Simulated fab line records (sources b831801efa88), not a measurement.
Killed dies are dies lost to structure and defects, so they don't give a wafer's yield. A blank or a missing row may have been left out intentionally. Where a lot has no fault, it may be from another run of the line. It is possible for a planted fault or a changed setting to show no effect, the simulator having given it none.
A struck lot beside a sound one	flow sky130	15 steps out of a route of 708
Sound: these wafers, L489.2, L489.3, L489.6. Struck: wafer L492.3 (L492.4, L492.5, from the same lot, were not struck and are left out); the cause is given at the end.
At each step with rows: each side's tool, then ch and its chambers, then its first start. Under that, the readings that differ: sound wafers	struck wafers	difference of the means	sigmas: that difference in standard deviations of wafers without a fault.
alike: words and numbers the same on both sides, and readings whose means are apart by under 2 such deviations; not compared: readings that were withheld, readings missing a value for some wafer, numbers with overlapping values and no deviation given by the record, and bounds like >300 which may hide the same value.
The two part at a step that has a row with sigmas, a row that says differs or no value, or rows on one side only. Non-overlapping numbers with no deviation appear without sigmas and do not part them. A reading missing from all wafers of one side parts the sides only when that side holds two or more wafers.

SKY_PWDE_TW_MEAS_10:
  sound on film metro-04, day 4 14:47; struck on film metro-04, day 5 00:10
  alike: PWDE_TW
then, 7 steps without rows for these wafers: SKY_NWELL_DEHYDRATE_03 (time 60 s); SKY_NWELL_HMDS_04 (prime time 60 s); SKY_NWELL_COAT_05 (resist thk 3000 nm); SKY_NWELL_SOFTBAKE_06; SKY_NWELL_EXPOSE_07 (exposes mask NWM, target cd 840 nm); SKY_NWELL_PEB_08; SKY_NWELL_DEVELOP_09 (develop time 60 s).
SKY_NWELL_OVL_MEAS_10:
  sound on overlay-02, day 5 08:10; struck on overlay-01, day 5 17:43
  alike: NWELL_00_OVL
then, 3 steps without rows for these wafers: SKY_NWELL_IMPLANT_11; SKY_NWELL_IMPLANT_12; SKY_NWELL_IMPLANT_13.
SKY_NWELL_STRIP_14: strips in O2/N2.
  sound on plasma asher-04 ch 0,1, day 5 08:38; struck on plasma asher-04 ch 0, day 5 18:13
reading	sound	struck	difference	sigmas
chamber pressure mTorr (mTorr)	1499.5 1497.4 1499.6	1200.6	-298.2	-99 or more
oes product au (a.u.)	0.724 0.728 0.727	0.691	-0.035	-7
strip time to endpoint s (s)	37.03 37.09 37.06	39.61	+2.55	+23
  alike: drypump motor current A
  not compared: rf hours counter h
SKY_NWELL_TW_MEAS_15:
  sound on film metro-03, day 5 08:45; struck on film metro-04, day 5 18:19
  alike: NWELL_TW
SKY_PAD_OPEN_PROBE_99:
  the record holds rows for the sound wafers here (prober-02, day 46 18:58) but none for the struck ones

== WHERE THEY PART ==
Last at SKY_PAD_OPEN_PROBE_99 as far as this record goes, first at SKY_NWELL_STRIP_14.

WHY: what had been put in by the simulator
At SKY_NWELL_STRIP_14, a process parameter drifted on plasma asher-04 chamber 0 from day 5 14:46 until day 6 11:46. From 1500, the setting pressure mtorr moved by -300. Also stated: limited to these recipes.
